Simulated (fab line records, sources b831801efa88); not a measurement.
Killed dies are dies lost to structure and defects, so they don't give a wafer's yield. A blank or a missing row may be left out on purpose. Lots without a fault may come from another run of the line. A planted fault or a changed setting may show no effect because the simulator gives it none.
Which tool did it? | flow gf180mcu | 7 lots, 21 wafers sampled, at 2 steps of a route of 602

WHAT THE GAUGES READ, wafer by wafer
GF_NWELL_OVL_MEAS_07.
lot  | measured    | on         | NWELL_OVL (nm)
L509 | day 3 13:45 | overlay-02 | 0.0 -0.6 0.6
L513 | day 4 08:59 | overlay-02 | 1.0 1.4 0.1
L516 | day 5 01:35 | overlay-02 | 1.0 1.5 1.6
L518 | day 5 14:22 | overlay-01 | -2.9 -1.1 -2.5
L520 | day 6 01:59 | overlay-01 | -1.4 -1.4 0.4
L522 | day 6 14:18 | overlay-01 | 1.6 1.8 0.2
L530 | day 8 07:51 | overlay-01 | -0.7 1.9 1.3

WHICH TOOL RAN EACH LOT (tool, then ch and the chambers of the sampled wafers, then the start)
lot  | GF_STI_CMP_25
L509 | cmp-02 ch 2,3, day 2 10:04
L513 | cmp-01 ch 0,1, day 3 04:40
L516 | cmp-02 ch 2,3, day 3 20:09
L518 | cmp-02 ch 0,3, day 4 08:16
L520 | cmp-01 ch 2,3, day 4 17:59
L522 | cmp-02 ch 0,2, day 5 04:54
L530 | cmp-01 ch 1,2,3, day 6 21:07
- GF_STI_CMP_25: polishes, stops on Si3N4, t overpolish 33 s, target thk 524.6 nm.

THE ANSWER, worked out from the rows above alone
Rule: what is usual is taken from the lots themselves. Put in order of their means at a reading, lots are off if they are a third of the lots or fewer, leave a main group of 4 or more, and stand apart from it by a gap of 3 or more times the standard deviation of the main group's means; of several such gaps the widest counts. A main group whose means are all the same, to the digits that the tables above print for the reading, isn't used. A lot without any number at a reading at which 4 lots or more have one is off too. The other lots that the step has rows for count as sound.
No lot is off at any reading shown: from this, nothing can be told.

WHAT THE SIMULATOR HAD PUT IN
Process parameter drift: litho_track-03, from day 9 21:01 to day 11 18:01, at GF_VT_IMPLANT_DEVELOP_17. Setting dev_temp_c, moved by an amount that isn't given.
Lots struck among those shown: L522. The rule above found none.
